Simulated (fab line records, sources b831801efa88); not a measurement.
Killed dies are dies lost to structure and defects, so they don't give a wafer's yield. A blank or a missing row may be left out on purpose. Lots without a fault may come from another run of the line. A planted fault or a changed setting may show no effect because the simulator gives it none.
Tool commonality check | flow sky130 | 12 lots, 36 wafers sampled

WHY IT WAS OPENED
At SKY_VIA2_OVL_MEAS_13 the reading VIA2_OVL is flagged on 2 of 12 lots. Wafers without a fault read -3 nm, standard deviation 4.8.
Rule: a lot is flagged when every wafer of it that has a number lies more than 4 standard deviations from that mean, or none has a number. The other lots count as sound.

lot  | measured     | on         | VIA2_OVL (nm), wafer by wafer | flag
L578 | day 36 17:34 | overlay-01 | 2 3 -3                        |
L579 | day 37 04:19 | overlay-01 | -7 0 -8                       |
L581 | day 37 17:03 | overlay-02 | -5 -4 -10                     |
L585 | day 39 12:46 | overlay-01 | 2 7 -2                        |
L587 | day 40 06:16 | overlay-01 | 30 30 30                      | FLAGGED
L590 | day 41 01:25 | overlay-02 | 30 27 33                      | FLAGGED
L589 | day 41 01:52 | overlay-01 | -1 2 -2                       |
L591 | day 41 08:40 | overlay-02 | -2 -2 -4                      |
L593 | day 41 20:16 | overlay-02 | -8 -8 -7                      |
L595 | day 42 06:01 | overlay-02 | -9 -6 -6                      |
L594 | day 42 09:49 | overlay-01 | -8 -9 -10                     |
L599 | day 43 01:48 | overlay-01 | -11 -5 -8                     |
The numbers of the flagged lots are 30 nm on average: +33 nm against the usual, or +7 standard deviations.

WHICH TOOL RAN EACH LOT
The record holds 1 process step before the reading, out of a route of 708 steps. In each cell: the tool, then ch and the chambers that the sampled wafers went through, then the start.
lot  | flag    | SKY_VIA2_EXPOSE_09
L578 |         | krf_scanner-02 ch 0, day 36 04:43
L579 |         | krf_scanner-02 ch 0, day 36 15:27
L581 |         | krf_scanner-01 ch 0, day 37 03:55
L585 |         | krf_scanner-02 ch 0, day 39 01:13
L587 | FLAGGED | krf_scanner-01 ch 0, day 39 17:37
L590 | FLAGGED | krf_scanner-01 ch 0, day 40 13:16
L589 |         | krf_scanner-02 ch 0, day 40 13:55
L591 |         | krf_scanner-02 ch 0, day 40 20:17
L593 |         | krf_scanner-02 ch 0, day 41 09:11
L595 |         | krf_scanner-02 ch 0, day 41 17:19
L594 |         | krf_scanner-02 ch 0, day 41 22:14
L599 |         | krf_scanner-02 ch 0, day 42 14:39
What these steps do:
- SKY_VIA2_EXPOSE_09: exposes mask VIM2, target cd 200 nm.
- SKY_VIA2_OVL_MEAS_13

FLAGGED OVER TOTAL, TOOL BY TOOL (the gauges that took the reading come last)
step                 | tool           | lots run | flagged | share of the flagged lots | sound lots run after its first flagged lot
SKY_VIA2_EXPOSE_09   | krf_scanner-01 | 3        | 2       | all                       | 0
SKY_VIA2_EXPOSE_09   | krf_scanner-02 | 9        | 0       | none                      | -
SKY_VIA2_OVL_MEAS_13 | overlay-01     | 7        | 1       | some                      | 3 (L589,L594,L599)
SKY_VIA2_OVL_MEAS_13 | overlay-02     | 5        | 1       | some                      | 3 (L591,L593,L595)

WHAT THE TABLE ALLOWS
1 row of the table ran every flagged lot: krf_scanner-01 at SKY_VIA2_EXPOSE_09.
- krf_scanner-01 at SKY_VIA2_EXPOSE_09: 2 of its 3 lots flagged. Its last sound lot is L581 (day 37 03:55), its first flagged lot L587 (day 39 17:37): a fault that began between those two fits.
One tool is left: krf_scanner-01 at SKY_VIA2_EXPOSE_09.

WHAT THE SIMULATOR HAD PUT IN
Scanner matching overlay: krf_scanner-01, from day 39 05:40 on, at SKY_VIA2_EXPOSE_09. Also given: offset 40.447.
Lots struck among those shown: L587, L590. The rule above found the same.
